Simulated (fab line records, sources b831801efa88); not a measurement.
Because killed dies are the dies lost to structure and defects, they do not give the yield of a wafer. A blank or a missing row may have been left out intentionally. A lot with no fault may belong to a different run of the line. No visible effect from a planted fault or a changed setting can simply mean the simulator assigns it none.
fab line records	flow sky130
record: lots: 24	wafers: 72	lastDay: 50
route steps=708 shown POLY_GATE@232 LDD_N@254 LI_CONTACT@381 METAL1@435 VIA2@527 VIA3@585
lots untouched by any fault: they come from a run of this same line in which no faults occurred
startH: start of the lot's first displayed wafer, in hours after the record's first day	waitH: hours since the lot's step before	" unchanged from the row above	L1.1+2: one row covering several wafers at once	- no value, or no start was given	* or withheld: withheld	< > ~ a bound
route shown NAME@n: NAME is a module with steps in the file, n the number in the route of the first one	usual: mean/standard deviation taken from wafers without a fault	same: alike in all rows	chamber/n: place in a boat	sites: per-site readings	_std_site: standard deviation across them	_edge_site: mean of outer sites minus mean of inner sites	radiusMm: for every site, how far away it sits from the centre of the wafer	mask NAME#n: copy n	behind: the last tool/chamber to shape the wafer	hold: why the lot was held/for how many hours/how that ended	device: the transistor (n, p or np) that didn't switch	end of line: the same wafers' tests at the end of the route	a step with no rows: only its recipe	killed: count of dies lost to structure and defects at first sort (not the wafer's yield)	map: a wafer's dies, x killed, . not, _ none there
set.NAME: the setting the step ran with; set.NAME@STEP: the setting that earlier step ran with	model.NAME: the simulator's own value behind a step, which no gauge read
route steps across a sampled set of lots; one table per step, one row per wafer
services: the hour from which a tool's chamber was out of use, counted from the record's first day as startH (under 0 if before that day), plus the number of hours and why
== steps ==
step: SKY_POLY_GATE_STRIP_18
recipe: chemistry: O2/N2	powerW: 1400	pressureMtorr: 1500	platenTempC: withheld	o2FlowSccm: 3000	n2FlowSccm: 300	overashFraction: 0.5
usual: drypumpMotorCurrentA: 5.7/0.56	oesProductAu: 0.361/0.0054	stripTimeToEndpointS: 3.17/0.035
lot.wafer	tool	chamber	startH	waitH	drypumpMotorCurrentA	oesProductAu	rfHoursCounterH	stripTimeToEndpointS
L075.3	plasmaAsher-03	0	369.51	0.1	5.0	0.364	-	3.21
L075.5	"	1	"	"	6.0	0.359	-	3.15
L075.6	"	0	"	"	4.9	0.362	-	3.19
L074.1	plasmaAsher-04	1	371.24	0.0	6.3	0.354	70	3.14
L074.2	"	0	"	"	5.3	0.360	70	3.17
L074.5	"	0	"	"	5.3	0.357	-	3.21
L076.1	plasmaAsher-03	1	389.13	0.0	6.0	0.357	25	3.16
L076.3	"	0	"	"	5.0	0.365	-	3.23
L076.4	"	1	"	"	6.0	0.364	-	3.21
L077.2	plasmaAsher-03	1	393.46	0.0	6.0	0.353	26	3.21
L077.4	"	0	"	"	5.0	0.356	-	3.12
L077.6	"	1	"	"	6.0	0.355	-	3.14
L078.2	plasmaAsher-04	0	411.48	0.0	5.3	0.352	74	3.14
L078.3	"	0	"	"	5.3	0.358	-	3.12
L078.4	"	1	"	"	6.3	0.359	-	3.21
L080.3	plasmaAsher-04	0	432.04	0.1	5.3	0.370	-	3.23
L080.4	"	1	"	"	6.2	0.364	-	3.16
L080.6	"	0	"	"	5.3	0.370	-	3.16
L079.4	plasmaAsher-02	1	432.12	0.1	6.6	0.361	-	3.13
L079.5	"	0	"	"	5.3	0.352	-	3.13
L079.6	"	1	"	"	6.6	0.371	-	3.18
L081.2	plasmaAsher-02	1	441.28	0.0	6.6	0.367	65	3.19
L081.3	"	0	"	"	5.3	0.354	-	3.17
L081.5	"	1	"	"	6.6	0.365	-	3.15
L082.2	plasmaAsher-04	1	445.48	0.0	6.3	0.363	77	3.17
L082.4	"	1	"	"	6.3	0.360	-	3.26
L082.6	"	0	"	"	5.3	0.361	-	3.16
L083.1	plasmaAsher-03	1	452.99	0.0	6.0	0.372	32	3.17
L083.3	"	1	"	"	6.0	0.369	-	3.17
L083.4	"	0	"	"	5.0	0.358	-	3.16
L084.2	plasmaAsher-04	0	461.79	0.0	5.3	0.364	79	3.24
L084.3	"	0	"	"	5.3	0.358	-	3.19
L084.6	"	1	"	"	6.2	0.363	-	3.13
L085.3	plasmaAsher-04	0	482.24	0.1	5.4	0.361	-	3.16
L085.4	"	1	"	"	6.3	0.360	-	3.14
L085.6	"	0	"	"	5.3	0.357	-	3.17
L086.2	plasmaAsher-03	1	483.24	0.0	6.0	0.355	35	3.16
L086.5	"	1	"	"	6.0	0.362	-	3.16
L086.6	"	0	"	"	5.0	0.354	-	3.13
L087.1	plasmaAsher-03	0	500.36	0.0	5.0	0.353	36	3.10
L087.2	"	1	"	"	6.0	0.357	36	3.18
L087.4	"	0	"	"	5.0	0.364	-	3.19
L088.1	plasmaAsher-04	0	509.18	0.0	5.4	0.361	83	3.12
L088.3	"	1	"	"	6.3	0.362	-	3.16
L088.6	"	0	"	"	5.3	0.372	-	3.15
L089.4	plasmaAsher-02	0	509.87	0.1	5.3	0.366	-	3.17
L089.5	"	0	"	"	5.3	0.364	-	3.23
L089.6	"	1	"	"	6.6	0.366	-	3.19
L090.1	plasmaAsher-03	0	520.98	0.0	5.0	0.361	38	3.15
L090.4	"	1	"	"	6.0	0.356	-	3.12
L090.6	"	0	"	"	5.0	0.358	-	3.18
L091.4	plasmaAsher-03	0	524.34	0.1	5.0	0.359	-	3.17
L091.5	"	0	"	"	4.9	0.359	-	3.12
L091.6	"	1	"	"	6.0	0.364	-	3.17
L092.4	plasmaAsher-03	0	528.26	0.1	5.0	0.367	-	3.12
L092.5	"	0	"	"	5.0	0.357	-	3.16
L092.6	"	1	"	"	6.0	0.358	-	3.20
L093.3	plasmaAsher-04	1	543.31	0.1	6.3	0.369	-	3.13
L093.5	"	0	"	"	5.3	0.360	-	3.16
L093.6	"	1	"	"	6.3	0.367	-	3.17
L094.2	plasmaAsher-04	0	551.93	0.0	5.3	0.365	87	3.21
L094.3	"	0	"	"	5.3	0.366	-	3.20
L094.4	"	1	"	"	6.3	0.362	-	3.18
L095.1	plasmaAsher-02	1	553.06	0.0	6.6	0.364	76	3.15
L095.2	"	0	"	"	5.3	0.364	76	3.21
L095.5	"	1	"	"	6.6	0.358	-	3.21
L096.1	plasmaAsher-03	1	560.03	0.0	6.0	0.355	42	3.15
L096.2	"	0	"	"	5.0	0.354	42	3.16
L096.4	"	0	"	"	5.0	0.353	-	3.08
L097.3	plasmaAsher-02	1	572.87	0.1	6.6	0.356	-	3.09
L097.4	"	0	"	"	5.3	0.363	-	3.17
L097.5	"	0	"	"	5.3	0.361	-	3.14
step: SKY_LDD_N_TW_MEAS_17
usual: LDD_N_TW: 2586/28
lot.wafer	tool	chamber	startH	waitH	LDD_N_TW
L075.3	filmMetro-03	-	401.05	0.1	2568
L075.5	"	-	"	"	2577
L075.6	"	-	"	"	2578
L074.1	filmMetro-02	-	402.45	0.1	2547
L074.2	"	-	"	"	2540
L074.5	"	-	"	"	2555
L076.1	filmMetro-02	-	421.83	0.1	2537
L076.3	"	-	"	"	2540
L076.4	"	-	"	"	2533
L077.2	filmMetro-02	-	427.84	0.1	2533
L077.4	"	-	"	"	2522
L077.6	"	-	"	"	2535
L078.2	filmMetro-02	-	446.86	0.1	2536
L078.3	"	-	"	"	2532
L078.4	"	-	"	"	2539
L080.3	filmMetro-03	-	472.35	0.1	2598
L080.4	"	-	"	"	2608
L080.6	"	-	"	"	2598
L079.4	filmMetro-03	-	473.71	0.1	2609
L079.5	"	-	"	"	2594
L079.6	"	-	"	"	2594
L081.2	filmMetro-02	-	476.24	0.1	2573
L081.3	"	-	"	"	2555
L081.5	"	-	"	"	2563
L082.2	filmMetro-04	-	480.84	0.1	2627
L082.4	"	-	"	"	2623
L082.6	"	-	"	"	2641
L083.1	filmMetro-04	-	486.15	0.1	2621
L083.3	"	-	"	"	2616
L083.4	"	-	"	"	2616
L084.2	filmMetro-03	-	494.99	0.1	2574
L084.3	"	-	"	"	2588
L084.6	"	-	"	"	2579
L085.3	filmMetro-02	-	515.65	0.1	2557
L085.4	"	-	"	"	2558
L085.6	"	-	"	"	2559
L086.2	filmMetro-04	-	516.59	0.1	2613
L086.5	"	-	"	"	2601
L086.6	"	-	"	"	2594
L087.1	filmMetro-03	-	533.13	0.1	2594
L087.2	"	-	"	"	2581
L087.4	"	-	"	"	2590
L088.1	filmMetro-04	-	542.13	0.1	2595
L088.3	"	-	"	"	2610
L088.6	"	-	"	"	2599
L089.4	filmMetro-03	-	542.81	0.1	2599
L089.5	"	-	"	"	2593
L089.6	"	-	"	"	2601
L090.1	filmMetro-03	-	554.08	0.1	2612
L090.4	"	-	"	"	2608
L090.6	"	-	"	"	2601
L091.4	filmMetro-04	-	556.96	0.1	2592
L091.5	"	-	"	"	2598
L091.6	"	-	"	"	2598
L092.4	filmMetro-03	-	561.83	0.1	2608
L092.5	"	-	"	"	2599
L092.6	"	-	"	"	2608
L093.3	filmMetro-03	-	575.70	0.1	2613
L093.5	"	-	"	"	2623
L093.6	"	-	"	"	2617
L094.2	filmMetro-04	-	584.64	0.1	2594
L094.3	"	-	"	"	2599
L094.4	"	-	"	"	2596
L095.1	filmMetro-04	-	585.58	0.1	2615
L095.2	"	-	"	"	2585
L095.5	"	-	"	"	2603
L096.1	filmMetro-04	-	592.50	0.1	2586
L096.2	"	-	"	"	2593
L096.4	"	-	"	"	2607
L097.3	filmMetro-03	-	607.02	0.1	2594
L097.4	"	-	"	"	2610
L097.5	"	-	"	"	2610
step: SKY_LI_CONTACT_SPUTTER_19
recipe: material: Ti	targetThkNm: 20	chamberPressurePa: 5	powerW: 2500	substrateTempC: 200	timeS: 106.37
usual: throttleValvePct: 30.1/1
lot.wafer	tool	chamber	startH	waitH	throttleValvePct
L075.3	pvdSputter-02	-	673.62	0.0	31.3
L075.5	"	-	"	"	31.2
L075.6	"	-	"	"	29.6
L074.1	pvdSputter-03	-	674.87	0.0	29.0
L074.2	"	-	"	"	31.8
L074.5	"	-	"	"	28.5
L076.1	pvdSputter-02	-	691.92	0.0	31.1
L076.3	"	-	"	"	31.2
L076.4	"	-	"	"	29.9
L077.2	pvdSputter-01	-	695.22	0.0	28.6
L077.4	"	-	"	"	29.9
L077.6	"	-	"	"	29.7
L078.2	pvdSputter-02	-	710.57	0.0	29.7
L078.3	"	-	"	"	30.1
L078.4	"	-	"	"	31.3
L080.3	pvdSputter-03	-	734.32	0.0	31.5
L080.4	"	-	"	"	32.0
L080.6	"	-	"	"	31.5
L079.4	pvdSputter-02	-	736.37	0.0	30.6
L079.5	"	-	"	"	31.1
L079.6	"	-	"	"	29.6
L081.2	pvdSputter-02	-	740.22	0.0	31.5
L081.3	"	-	"	"	29.6
L081.5	"	-	"	"	29.8
L082.2	pvdSputter-03	-	742.37	0.0	29.4
L082.4	"	-	"	"	29.0
L082.6	"	-	"	"	31.9
L083.1	pvdSputter-01	-	748.97	0.0	29.0
L083.3	"	-	"	"	30.0
L083.4	"	-	"	"	30.2
L084.2	pvdSputter-02	-	752.97	0.0	30.1
L084.3	"	-	"	"	29.8
L084.6	"	-	"	"	29.9
L085.3	pvdSputter-01	-	770.97	0.0	28.9
L085.4	"	-	"	"	30.0
L085.6	"	-	"	"	29.0
L086.2	pvdSputter-01	-	771.97	0.0	30.1
L086.5	"	-	"	"	29.0
L086.6	"	-	"	"	28.8
L087.1	pvdSputter-03	-	786.19	0.0	29.6
L087.2	"	-	"	"	28.8
L087.4	"	-	"	"	31.7
L088.1	pvdSputter-03	-	793.57	0.0	31.8
L088.3	"	-	"	"	29.4
L088.6	"	-	"	"	32.3
L089.4	pvdSputter-01	-	796.06	0.0	29.8
L089.5	"	-	"	"	30.1
L089.6	"	-	"	"	28.5
L090.1	pvdSputter-02	-	806.42	0.0	30.9
L090.4	"	-	"	"	30.1
L090.6	"	-	"	"	30.9
L091.4	pvdSputter-01	-	808.21	0.0	28.8
L091.5	"	-	"	"	30.1
L091.6	"	-	"	"	29.9
L092.4	pvdSputter-02	-	810.84	0.0	29.9
L092.5	"	-	"	"	31.1
L092.6	"	-	"	"	29.8
L093.3	pvdSputter-03	-	825.42	0.0	31.5
L093.5	"	-	"	"	29.0
L093.6	"	-	"	"	32.1
L094.2	pvdSputter-02	-	833.26	0.0	29.9
L094.3	"	-	"	"	29.7
L094.4	"	-	"	"	30.8
L095.1	pvdSputter-03	-	834.57	0.0	31.6
L095.2	"	-	"	"	32.2
L095.5	"	-	"	"	28.9
L096.1	pvdSputter-01	-	840.09	0.0	30.2
L096.2	"	-	"	"	28.9
L096.4	"	-	"	"	28.8
L097.3	pvdSputter-02	-	850.42	0.0	29.7
L097.4	"	-	"	"	29.7
L097.5	"	-	"	"	30.7
step: SKY_METAL1_SPUTTER_01
recipe: material: TiN	targetThkNm: 20	powerW: 6500	timeS: 16.7	chamberPressurePa: 0.4
usual: throttleValvePct: 29.8/0.84
lot.wafer	tool	chamber	startH	waitH	throttleValvePct
L075.3	pvdSputter-01	-	727.66	0.0	29.8
L075.5	"	-	"	"	28.6
L075.6	"	-	"	"	29.2
L074.1	pvdSputter-04	-	729.08	0.0	29.3
L074.2	"	-	"	"	29.9
L074.5	"	-	"	"	29.9
L076.1	pvdSputter-03	-	748.94	0.0	31.6
L076.3	"	-	"	"	29.6
L076.4	"	-	"	"	28.9
L077.2	pvdSputter-04	-	752.39	0.0	29.3
L077.4	"	-	"	"	31.0
L077.6	"	-	"	"	28.7
L078.2	pvdSputter-01	-	769.30	0.0	28.8
L078.3	"	-	"	"	29.1
L078.4	"	-	"	"	30.0
L080.3	pvdSputter-01	-	789.51	0.0	28.8
L080.4	"	-	"	"	30.0
L080.6	"	-	"	"	28.6
L079.4	pvdSputter-04	-	792.22	0.0	29.0
L079.5	"	-	"	"	29.6
L079.6	"	-	"	"	29.2
L081.2	pvdSputter-04	-	797.70	0.0	30.9
L081.3	"	-	"	"	29.5
L081.5	"	-	"	"	29.1
L082.2	pvdSputter-04	-	800.03	0.0	31.1
L082.4	"	-	"	"	30.2
L082.6	"	-	"	"	30.1
L083.1	pvdSputter-01	-	806.15	0.0	29.0
L083.3	"	-	"	"	29.9
L083.4	"	-	"	"	28.6
L084.2	pvdSputter-03	-	809.36	0.0	28.8
L084.3	"	-	"	"	32.0
L084.6	"	-	"	"	29.4
L085.3	pvdSputter-01	-	827.84	0.0	29.6
L085.4	"	-	"	"	28.9
L085.6	"	-	"	"	30.1
L086.2	pvdSputter-04	-	830.92	0.0	30.2
L086.5	"	-	"	"	29.2
L086.6	"	-	"	"	31.0
L087.1	pvdSputter-04	-	843.30	0.0	29.5
L087.2	"	-	"	"	30.9
L087.4	"	-	"	"	29.1
L088.1	pvdSputter-04	-	849.67	0.0	31.0
L088.3	"	-	"	"	29.4
L088.6	"	-	"	"	30.0
L089.4	pvdSputter-04	-	852.14	0.0	31.0
L089.5	"	-	"	"	30.9
L089.6	"	-	"	"	28.9
L090.1	pvdSputter-04	-	863.20	0.0	29.8
L090.4	"	-	"	"	29.1
L090.6	"	-	"	"	29.9
L091.4	pvdSputter-01	-	865.67	0.0	28.7
L091.5	"	-	"	"	29.0
L091.6	"	-	"	"	30.2
L092.4	pvdSputter-04	-	868.19	0.0	29.0
L092.5	"	-	"	"	30.9
L092.6	"	-	"	"	30.1
L093.3	pvdSputter-04	-	881.01	0.0	28.9
L093.5	"	-	"	"	31.0
L093.6	"	-	"	"	28.7
L094.2	pvdSputter-01	-	888.68	0.0	30.1
L094.3	"	-	"	"	28.9
L094.4	"	-	"	"	29.8
L095.1	pvdSputter-04	-	889.50	0.0	28.6
L095.2	"	-	"	"	29.3
L095.5	"	-	"	"	30.1
L096.1	pvdSputter-04	-	895.04	0.0	30.3
L096.2	"	-	"	"	31.1
L096.4	"	-	"	"	29.5
L097.3	pvdSputter-01	-	904.70	0.0	30.0
L097.4	"	-	"	"	28.7
L097.5	"	-	"	"	29.0
step: SKY_VIA2_SPUTTER_20
recipe: material: TiN	targetThkNm: 20	chamberPressurePa: 5	powerW: 4000	timeS: 80
usual: throttleValvePct: 30.2/1.2
lot.wafer	tool	chamber	startH	waitH	throttleValvePct
L075.3	pvdSputter-04	-	841.02	0.0	28.9
L075.5	"	-	"	"	29.9
L075.6	"	-	"	"	29.3
L074.1	pvdSputter-02	-	842.25	0.0	30.2
L074.2	"	-	"	"	30.5
L074.5	"	-	"	"	29.7
L076.1	pvdSputter-04	-	858.83	0.0	29.5
L076.3	"	-	"	"	29.0
L076.4	"	-	"	"	30.0
L077.2	pvdSputter-02	-	863.50	0.0	29.8
L077.4	"	-	"	"	31.5
L077.6	"	-	"	"	31.0
L078.2	pvdSputter-03	-	880.64	0.0	29.7
L078.3	"	-	"	"	32.4
L078.4	"	-	"	"	31.7
L080.3	pvdSputter-04	-	899.91	0.0	29.2
L080.4	"	-	"	"	29.9
L080.6	"	-	"	"	31.2
L079.4	pvdSputter-03	-	900.95	0.0	31.6
L079.5	"	-	"	"	29.4
L079.6	"	-	"	"	32.1
L081.2	pvdSputter-03	-	907.03	0.0	29.7
L081.3	"	-	"	"	31.7
L081.5	"	-	"	"	29.4
L082.2	pvdSputter-03	-	908.68	0.0	32.2
L082.4	"	-	"	"	29.5
L082.6	"	-	"	"	31.4
L083.1	pvdSputter-03	-	914.57	0.0	29.7
L083.3	"	-	"	"	28.9
L083.4	"	-	"	"	32.1
L084.2	pvdSputter-03	-	918.10	0.0	32.0
L084.3	"	-	"	"	29.7
L084.6	"	-	"	"	29.6
L085.3	pvdSputter-03	-	934.10	0.0	32.1
L085.4	"	-	"	"	28.8
L085.6	"	-	"	"	28.8
L086.2	pvdSputter-04	-	939.15	0.0	31.4
L086.5	"	-	"	"	30.7
L086.6	"	-	"	"	29.3
L087.1	pvdSputter-04	-	948.44	0.0	31.1
L087.2	"	-	"	"	30.0
L087.4	"	-	"	"	29.3
L088.1	pvdSputter-04	-	955.25	0.0	29.8
L088.3	"	-	"	"	29.1
L088.6	"	-	"	"	29.1
L089.4	pvdSputter-04	-	956.57	0.0	29.2
L089.5	"	-	"	"	28.8
L089.6	"	-	"	"	31.1
L090.1	pvdSputter-03	-	967.42	0.0	31.9
L090.4	"	-	"	"	29.7
L090.6	"	-	"	"	32.3
L091.4	pvdSputter-03	-	969.45	0.0	28.7
L091.5	"	-	"	"	29.7
L091.6	"	-	"	"	31.6
L092.4	pvdSputter-04	-	972.87	0.0	30.1
L092.5	"	-	"	"	29.2
L092.6	"	-	"	"	29.1
L093.3	pvdSputter-03	-	982.92	0.0	29.1
L093.5	"	-	"	"	28.7
L093.6	"	-	"	"	31.5
L094.2	pvdSputter-03	-	991.69	0.0	32.0
L094.3	"	-	"	"	29.1
L094.4	"	-	"	"	31.6
L095.1	pvdSputter-04	-	994.16	0.0	29.2
L095.2	"	-	"	"	30.2
L095.5	"	-	"	"	29.2
L096.1	pvdSputter-03	-	997.76	0.0	28.6
L096.2	"	-	"	"	29.4
L096.4	"	-	"	"	31.4
L097.3	pvdSputter-03	-	1004.67	0.0	31.8
L097.4	"	-	"	"	28.7
L097.5	"	-	"	"	31.4
step: SKY_VIA3_CD_MEAS_12
recipe: targetCdNm: 200
usual: cdNm: 199.9/1.3
lot.wafer	tool	chamber	startH	waitH	cdNm
L075.3	cdSem-01	-	919.69	-	199.5
L075.5	"	-	"	"	199.2
L075.6	"	-	"	"	198.6
L074.1	cdSem-02	-	920.95	-	200.0
L074.2	"	-	"	"	199.4
L074.5	"	-	"	"	199.6
L076.1	cdSem-02	-	936.30	-	198.3
L076.3	"	-	"	"	199.3
L076.4	"	-	"	"	199.5
L077.2	cdSem-02	-	942.44	-	199.9
L077.4	"	-	"	"	200.0
L077.6	"	-	"	"	199.6
L078.2	cdSem-01	-	956.61	-	198.3
L078.3	"	-	"	"	197.2
L078.4	"	-	"	"	196.9
L080.3	cdSem-01	-	975.96	-	197.5
L080.4	"	-	"	"	196.7
L080.6	"	-	"	"	197.6
L079.4	cdSem-02	-	976.93	-	202.1
L079.5	"	-	"	"	201.3
L079.6	"	-	"	"	202.0
L081.2	cdSem-02	-	983.32	-	200.2
L081.3	"	-	"	"	201.0
L081.5	"	-	"	"	199.9
L082.2	cdSem-01	-	985.22	-	200.1
L082.4	"	-	"	"	201.0
L082.6	"	-	"	"	198.9
L083.1	cdSem-02	-	990.42	-	200.9
L083.3	"	-	"	"	200.5
L083.4	"	-	"	"	199.7
L084.2	cdSem-02	-	994.42	-	201.5
L084.3	"	-	"	"	201.0
L084.6	"	-	"	"	200.2
L085.3	cdSem-01	-	1009.29	-	200.8
L085.4	"	-	"	"	201.5
L085.6	"	-	"	"	200.3
L086.2	cdSem-02	-	1015.42	-	201.2
L086.5	"	-	"	"	200.4
L086.6	"	-	"	"	201.1
L087.1	cdSem-02	-	1024.55	-	200.5
L087.2	"	-	"	"	201.3
L087.4	"	-	"	"	201.3
L088.1	cdSem-02	-	1027.70	-	200.1
L088.3	"	-	"	"	201.3
L088.6	"	-	"	"	200.6
L089.4	cdSem-02	-	1029.36	-	198.4
L089.5	"	-	"	"	198.4
L089.6	"	-	"	"	200.0
L090.1	cdSem-02	-	1041.35	-	200.3
L090.4	"	-	"	"	199.8
L090.6	"	-	"	"	200.1
L091.4	cdSem-01	-	1042.25	-	201.2
L091.5	"	-	"	"	201.8
L091.6	"	-	"	"	200.7
L092.4	cdSem-01	-	1045.50	-	201.6
L092.5	"	-	"	"	201.1
L092.6	"	-	"	"	200.4
L093.3	cdSem-02	-	1051.83	-	199.9
L093.5	"	-	"	"	199.9
L093.6	"	-	"	"	201.9
L094.2	cdSem-02	-	1060.44	-	199.6
L094.3	"	-	"	"	198.7
L094.4	"	-	"	"	198.9
L095.1	cdSem-01	-	1062.04	-	201.7
L095.2	"	-	"	"	201.7
L095.5	"	-	"	"	202.1
L096.1	cdSem-01	-	1065.22	-	199.0
L096.2	"	-	"	"	199.3
L096.4	"	-	"	"	199.9
L097.3	cdSem-01	-	1071.68	-	198.4
L097.4	"	-	"	"	197.3
L097.5	"	-	"	"	198.5
== services ==
tool	chamber	startH	hours	kind
pvdSputter-03	-	361.47	4.5	repair
pvdSputter-01	-	376.35	15.0	repair
pvdSputter-04	-	380.49	5.0	repair
pvdSputter-02	-	402.51	19.3	repair
pvdSputter-02	-	412.84	3.5	repair
pvdSputter-03	-	494.42	7.5	repair
pvdSputter-03	-	514.55	6.0	repair
pvdSputter-01	-	518.55	8.8	repair
pvdSputter-03	-	524.71	3.6	repair
pvdSputter-03	-	534.79	1.0	repair
pvdSputter-03	-	548.65	0.9	repair
pvdSputter-01	-	623.00	2.7	repair
pvdSputter-02	-	623.21	1.4	repair
pvdSputter-01	-	635.03	2.8	repair
pvdSputter-03	-	703.45	2.7	repair
pvdSputter-04	-	719.89	3.0	repair
pvdSputter-02	-	857.42	0.7	repair
pvdSputter-04	-	869.55	6.5	repair
pvdSputter-01	-	876.32	5.7	repair
pvdSputter-02	-	913.96	2.0	repair
pvdSputter-04	-	931.35	1.4	repair
pvdSputter-03	-	948.12	3.5	repair
pvdSputter-03	-	955.13	5.2	repair
pvdSputter-03	-	987.20	4.1	repair
== key ==
fault none
